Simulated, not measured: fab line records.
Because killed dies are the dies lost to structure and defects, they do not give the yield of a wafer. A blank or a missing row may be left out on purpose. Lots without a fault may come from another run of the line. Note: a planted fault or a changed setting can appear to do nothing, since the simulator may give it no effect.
8D (eight disciplines) problem report, filled in by code + flow sky130 + the parts of the form that need people (team, actions taken, sign-off) are left out

## 1. THE PROBLEM
Mean METAL5_ALCU_RS at SKY_METAL5_RS_MEAS_05: 0.03282 ohm/sq over 6 wafers in 2 lots; fault-free wafers: 0.02704 ohm/sq, standard deviation 0.00026. That is +22 standard deviations from the usual mean.
The step: measures by four-point-probe.
First seen on wafer L442.2, day 47 11:05, on film_metro-03. Wafers with a number at this step in the record: 27, from 9 lots. Rule for "out" (also "out of limits"): further than 4 standard deviations from the usual mean. The other wafers with a number count as sound.

## 2. WHAT THIS IS AND IS NOT
| question                    | is                           | is not                                                                    |
|-----------------------------|------------------------------|---------------------------------------------------------------------------|
| which readings at this step | METAL5_ALCU_RS               | -                                                                         |
| which lots                  | L442, L445                   | L426, L430, L431, L437, L440, L443, L444                                  |
| which wafers of those lots  | all that have a number       | -                                                                         |
| read on which gauges        | film_metro-03, film_metro-04 | film_metro-02                                                             |
| when                        | from day 47 11:05            | up to then (15 sound wafers); but 6 sound wafers of L443, L444 came after |

## 3. SUSPECTS, AND WHAT RULES EACH OUT
Counting: any tool at a process step up to the reading is kept as a suspect provided that every lot that is out went through it and no sound lot did after the first of them.
- the gauge at SKY_METAL5_RS_MEAS_05: ruled out. Those wafers that are out were read across 2 gauges (film_metro-03, film_metro-04).
- rie_metal-03 at SKY_METAL4_METAL_ETCH_18 (etches the open film in Cl2/BCl3, stops on SiO2, target depth 845 nm, time 183.1 s): kept. Every lot that is out went through it, starting with L442 (day 46 11:52), and after that it ran no sound lot; the last sound lot it ran before then is L440 (day 46 03:58).
- pvd_sputter-02 at SKY_METAL5_SPUTTER_00 (material Ti, target thk 15 nm, time 10 s): kept. Every lot that is out went through it, starting with L442 (day 47 10:54), and after that it ran no sound lot; the last sound lot it ran before then is L437 (day 46 13:35).
- pvd_sputter-02 at SKY_METAL5_SPUTTER_02 (material AlCu, target thk 1150 nm, time 61.2 s): kept. Every lot that is out went through it, starting with L442 (day 47 10:57), and after that it ran no sound lot; the last sound lot it ran before then is L437 (day 46 13:38).
After the count, these remain: rie_metal-03 at SKY_METAL4_METAL_ETCH_18, pvd_sputter-02 at SKY_METAL5_SPUTTER_00 and pvd_sputter-02 at SKY_METAL5_SPUTTER_02.

## 4. THE CAUSE (what the simulator had put in)
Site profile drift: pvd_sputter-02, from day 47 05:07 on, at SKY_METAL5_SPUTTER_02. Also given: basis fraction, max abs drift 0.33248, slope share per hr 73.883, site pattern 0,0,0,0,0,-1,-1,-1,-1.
3 suspects survive the count, and this tool is in that group.

## 5. THE CHAIN OF EFFECTS, in route order
Each row: a reading whose mean over the struck wafers that have a number lies more than 3 standard deviations from the usual. Only readings whose record carries a usual standard deviation are examined. hours: median over the lots of the time between each lot's start at the first step of this table that gives one and its start at this step. sigmas: the change, counted in usual standard deviations.
| hours | step                     | reading         | usual          | on struck wafers | change   | sigmas |
|-------|--------------------------|-----------------|----------------|------------------|----------|--------|
| 0     | SKY_METAL5_RS_MEAS_05    | METAL5_ALCU_RS  | 0.02704 ohm/sq | 0.03282          | +0.00578 | +22    |
| 3     | SKY_METAL5_THK_MEAS_06   | METAL5_ALCU_THK | 1167 nm        | 997              | -170     | -13    |
| 18    | SKY_METAL5_METAL_ETCH_15 | oes_product_au  | 0.895 a.u.     | 0.826            | -0.069   | -13    |
It contains these process steps:
- SKY_METAL5_METAL_ETCH_15: etches the open film in Cl2/BCl3, stops on SiO2, target depth 1260 nm, time 252 s.

## 6. WHAT WOULD HAVE CAUGHT IT SOONER
In this record the first reading out of limits at a measuring or inspecting step was taken at day 47 11:05, 6 hours after the fault began at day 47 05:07.
Of the tool readings at SKY_METAL5_SPUTTER_02 for which the record gives a usual standard deviation, none was out on any struck wafer, so an alarm limit of 4 standard deviations on them would not have fired.
Among the 2 lots that are out, L445 began SKY_METAL5_SPUTTER_02 on pvd_sputter-02 after day 47 11:05. Holding the tool at that time would have saved it.
